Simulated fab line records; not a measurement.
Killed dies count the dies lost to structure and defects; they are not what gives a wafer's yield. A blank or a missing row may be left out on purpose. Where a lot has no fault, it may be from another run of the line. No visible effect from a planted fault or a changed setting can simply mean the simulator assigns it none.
Problem report, 8D (eight disciplines) form, completed by code + flow sfq line + the parts of the form that need people (team, actions taken, sign-off) are left out

== 1. WHAT IS WRONG ==
Wafers without a fault read 218 s, standard deviation 8.4; time to endpoint s at SFQ_TRILAYER_I4_CMP_CMP_100 reads a mean of 120 s on 2 wafers belonging to 2 lots. That puts it -12 standard deviations away from the usual mean.
The step: polishes SiO2.
First seen on wafer L914.5, day 48 14:20, on cmp-02. The record has a number at this step for 42 wafers belonging to 14 lots. The rule behind "out" and "out of limits": a value lying over 4 standard deviations away from the usual mean. The other wafers with a number count as sound.

== 2. WHAT IT IS, AND WHAT IT ISN'T ==
| question                    | is                 | is not                                                                                                                     |
|-----------------------------|--------------------|----------------------------------------------------------------------------------------------------------------------------|
| which readings at this step | time to endpoint s | motor current A                                                                                                            |
| which lots                  | L914, L915         | L907, L909, L910, L916, L917, L921, L922, L924, L925, L927, L928, L929                                                     |
| which wafers of those lots  | L914.5, L915.5     | L914.2, L914.4, L915.1, L915.2                                                                                             |
| read on which tools         | cmp-02             | cmp-01                                                                                                                     |
| when                        | from day 48 14:20  | up to then (11 sound wafers); but 29 sound wafers of L915, L916, L917, L921, L922, L924, L925, L927, L928, L929 came after |

== 3. SUSPECTS, AND WHAT RULES EACH OUT ==
Counting: if a tool at a process step up to the reading ran every lot that is out, it stays a suspect. Sound lots after the first of them don't rule it out here, since some wafers of a struck lot are sound.
- pvd sputter-05 at SFQ_TRILAYER_M3_DEP_SPUTTER_073 (material Nb, target thk 200 nm, time 133.3 s): kept. It ran every lot that is out, first L914 (day 36 16:27).
- cmp-02 at SFQ_TRILAYER_I4_CMP_CMP_100 (polishes SiO2): kept. Ran every lot that is out, first one L914 (day 48 14:20); last sound lot up to then L910 (day 48 00:02). Its own time to endpoint s readings are out on those wafers.
What counting leaves: pvd sputter-05 at SFQ_TRILAYER_M3_DEP_SPUTTER_073 and cmp-02 at SFQ_TRILAYER_I4_CMP_CMP_100.

== 4. THE CAUSE (what the simulator had put in) ==
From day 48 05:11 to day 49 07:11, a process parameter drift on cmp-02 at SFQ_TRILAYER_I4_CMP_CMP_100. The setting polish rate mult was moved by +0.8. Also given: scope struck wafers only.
Counting left 2 suspects, and this tool is among them.

== 5. SEQUENCE OF EFFECTS, ordered by route ==
Rows list readings where the struck wafers' mean (over those with a number) sits beyond 3 standard deviations from the usual. Only readings whose record carries a usual standard deviation are examined. hours: median over the lots of the time between each lot's start at the first step of this table that gives one and its start at this step. sigmas: the change, counted in usual standard deviations.
| hours | step                        | reading            | usual | on struck wafers | change | sigmas |
|-------|-----------------------------|--------------------|-------|------------------|--------|--------|
| 0     | SFQ_TRILAYER_I4_CMP_CMP_100 | time to endpoint s | 218 s | 120              | -98    | -12    |
Here are the process steps it includes:
- SFQ_TRILAYER_I4_CMP_CMP_100: polishes SiO2.

== 6. HOW IT WOULD HAVE BEEN CAUGHT EARLIER ==
9 hours passed between the start of the fault at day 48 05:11 and the first reading out of limits in this record, taken at day 48 14:20.
